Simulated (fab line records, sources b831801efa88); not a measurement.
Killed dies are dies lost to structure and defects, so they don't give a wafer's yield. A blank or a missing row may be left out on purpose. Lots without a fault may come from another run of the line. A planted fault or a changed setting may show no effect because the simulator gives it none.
Tool commonality check | flow sky130 | 12 lots, 36 wafers sampled

WHY IT WAS OPENED
At SKY_VT_ADJUST_LVTN_TW_MEAS_21 the reading VT_ADJUST_LVTN_2_TW is flagged on 2 of 12 lots. Wafers without a fault read 187.7, standard deviation 2.3.
Rule: a lot is flagged when every wafer of it that has a number lies more than 4 standard deviations from that mean, or none has a number. The other lots count as sound.

lot  | measured     | on            | VT_ADJUST_LVTN_2_TW, wafer by wafer | flag
L399 | day 8 14:42  | film_metro-01 | 186.1 185.5 186.2                   |
L400 | day 8 15:39  | film_metro-04 | 188.3 188.5 187.2                   |
L402 | day 8 21:54  | film_metro-04 | 189.1 188.3 189.0                   |
L404 | day 9 16:23  | film_metro-01 | 185.3 184.1 184.7                   |
L405 | day 9 17:04  | film_metro-02 | 189.4 190.8 189.9                   |
L407 | day 10 04:46 | film_metro-01 | 184.9 186.1 185.5                   |
L410 | day 11 01:05 | film_metro-01 | 184.5 185.2 185.0                   |
L412 | day 11 15:53 | film_metro-04 | 231.4 230.4 231.8                   | FLAGGED
L413 | day 12 00:25 | film_metro-02 | 231.1 230.1 229.9                   | FLAGGED
L418 | day 13 11:31 | film_metro-04 | 191.1 190.2 189.9                   |
L419 | day 13 15:20 | film_metro-02 | 188.8 189.5 189.1                   |
L422 | day 14 21:39 | film_metro-04 | 189.7 189.8 190.9                   |
The numbers of the flagged lots are 230.8 on average: +43.1 against the usual, or +19 standard deviations.

WHICH TOOL RAN EACH LOT
The record holds 1 process step before the reading, out of a route of 708 steps. In each cell: the tool, then ch and the chambers that the sampled wafers went through, then the start.
lot  | flag    | SKY_VT_ADJUST_LVTN_IMPLANT_19
L399 |         | implanter-01 ch 0, day 8 14:27
L400 |         | implanter-01 ch 0, day 8 15:24
L402 |         | implanter-01 ch 0, day 8 21:39
L404 |         | implanter-03 ch 0, day 9 16:08
L405 |         | implanter-03 ch 0, day 9 16:50
L407 |         | implanter-01 ch 0, day 10 04:31
L410 |         | implanter-03 ch 0, day 11 00:50
L412 | FLAGGED | implanter-03 ch 0, day 11 14:21
L413 | FLAGGED | implanter-02 ch 0, day 11 23:36
L418 |         | implanter-02 ch 0, day 13 11:16
L419 |         | implanter-01 ch 0, day 13 15:07
L422 |         | implanter-02 ch 0, day 14 21:24
What these steps do:
- SKY_VT_ADJUST_LVTN_IMPLANT_19
- SKY_VT_ADJUST_LVTN_TW_MEAS_21

FLAGGED OVER TOTAL, TOOL BY TOOL (the gauges that took the reading come last)
step                          | tool          | lots run | flagged | share of the flagged lots | sound lots run after its first flagged lot
SKY_VT_ADJUST_LVTN_IMPLANT_19 | implanter-01  | 5        | 0       | none                      | -
SKY_VT_ADJUST_LVTN_IMPLANT_19 | implanter-02  | 3        | 1       | some                      | 2 (L418,L422)
SKY_VT_ADJUST_LVTN_IMPLANT_19 | implanter-03  | 4        | 1       | some                      | 0
SKY_VT_ADJUST_LVTN_TW_MEAS_21 | film_metro-01 | 4        | 0       | none                      | -
SKY_VT_ADJUST_LVTN_TW_MEAS_21 | film_metro-02 | 3        | 1       | some                      | 1 (L419)
SKY_VT_ADJUST_LVTN_TW_MEAS_21 | film_metro-04 | 5        | 1       | some                      | 2 (L418,L422)

WHAT THE TABLE ALLOWS
No row of the table ran every flagged lot.

WHAT THE SIMULATOR HAD PUT IN
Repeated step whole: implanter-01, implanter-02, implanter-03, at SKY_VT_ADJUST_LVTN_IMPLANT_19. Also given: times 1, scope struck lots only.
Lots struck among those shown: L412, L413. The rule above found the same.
